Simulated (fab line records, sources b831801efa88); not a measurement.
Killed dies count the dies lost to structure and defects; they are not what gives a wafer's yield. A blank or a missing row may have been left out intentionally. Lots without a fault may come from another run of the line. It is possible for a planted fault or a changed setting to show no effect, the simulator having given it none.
Matching of chambers / flow sky130 / rie-diel-03 running SKY_VIA3_ETCH_15: 4 sister chambers
The step etches SiO2 in C4F8/O2/Ar, stops on TiN, target depth 507 nm, time 78 s. 8 wafers are shown with their chamber, then 12 later ones without.

== EACH WAFER AND ITS CHAMBER ==
wafer=L085.2; chamber=3; rf-fwd-power-W (W)=1483; oes-product-au (a.u.)=0.945
wafer=L085.4; chamber=1; rf-fwd-power-W (W)=1492; oes-product-au (a.u.)=0.944
wafer=L085.5; chamber=3; rf-fwd-power-W (W)=1490; oes-product-au (a.u.)=0.945
wafer=L087.5; chamber=1; rf-fwd-power-W (W)=1500; oes-product-au (a.u.)=0.944
wafer=L087.6; chamber=0; rf-fwd-power-W (W)=1488; oes-product-au (a.u.)=0.947
wafer=L088.2; chamber=0; rf-fwd-power-W (W)=1491; oes-product-au (a.u.)=0.948
wafer=L088.3; chamber=2; rf-fwd-power-W (W)=1493; oes-product-au (a.u.)=0.947
wafer=L088.5; chamber=2; rf-fwd-power-W (W)=1488; oes-product-au (a.u.)=0.948

== WAFERS MISSING THEIR CHAMBER ==
wafer=L090.3; rf-fwd-power-W (W)=1491; oes-product-au (a.u.)=0.949
wafer=L090.4; rf-fwd-power-W (W)=1493; oes-product-au (a.u.)=0.942
wafer=L090.6; rf-fwd-power-W (W)=1495; oes-product-au (a.u.)=0.950
wafer=L092.3; rf-fwd-power-W (W)=1488; oes-product-au (a.u.)=0.944
wafer=L092.5; rf-fwd-power-W (W)=1481; oes-product-au (a.u.)=0.950
wafer=L092.6; rf-fwd-power-W (W)=1489; oes-product-au (a.u.)=0.949
wafer=L093.1; rf-fwd-power-W (W)=1489; oes-product-au (a.u.)=0.950
wafer=L093.2; rf-fwd-power-W (W)=1491; oes-product-au (a.u.)=0.953
wafer=L093.6; rf-fwd-power-W (W)=1492; oes-product-au (a.u.)=0.946
wafer=L096.1; rf-fwd-power-W (W)=1488; oes-product-au (a.u.)=0.946
wafer=L096.3; rf-fwd-power-W (W)=1480; oes-product-au (a.u.)=0.945
wafer=L096.4; rf-fwd-power-W (W)=1490; oes-product-au (a.u.)=0.935

== THE CHAMBER EACH PASSED THROUGH ==
wafer=L090.3; from the rows above=can't be placed: 2 or 0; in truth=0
wafer=L090.4; from the rows above=1; in truth=1
wafer=L090.6; from the rows above=can't be placed: 2 or 0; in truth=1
wafer=L092.3; from the rows above=can't be placed: 1 or 3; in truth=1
wafer=L092.5; from the rows above=can't be placed: 0 or 2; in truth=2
wafer=L092.6; from the rows above=can't be placed: 0 or 2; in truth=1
wafer=L093.1; from the rows above=can't be placed: 0 or 2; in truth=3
wafer=L093.2; from the rows above=can't be placed: 2 or 0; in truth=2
wafer=L093.6; from the rows above=can't be placed: 3 or 2 or 0 or 1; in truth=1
wafer=L096.1; from the rows above=can't be placed: 3 or 0 or 2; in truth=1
wafer=L096.3; from the rows above=3; in truth=3
wafer=L096.4; from the rows above=can't be placed: 1 or 3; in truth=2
2 of 12 placed correctly. Not placeable from these rows: 10 (in 5, the candidates include the true chamber). Number placed wrongly: 0.
How it was worked out, from the rows above alone: a wafer's distance from a chamber is the root of the sum, over the readings, of the square of ((its reading less the chamber's mean) divided by the reading's scatter). If the next closest chamber is less than 2 further off than the closest, the wafer can't be placed; otherwise it belongs to the closest. Each chamber's mean is taken over the wafers shown for it. The scatter is the square root of a quotient: the sum, over the shown wafers, of each reading's squared deviation from its chamber's mean, divided by wafers minus chambers.
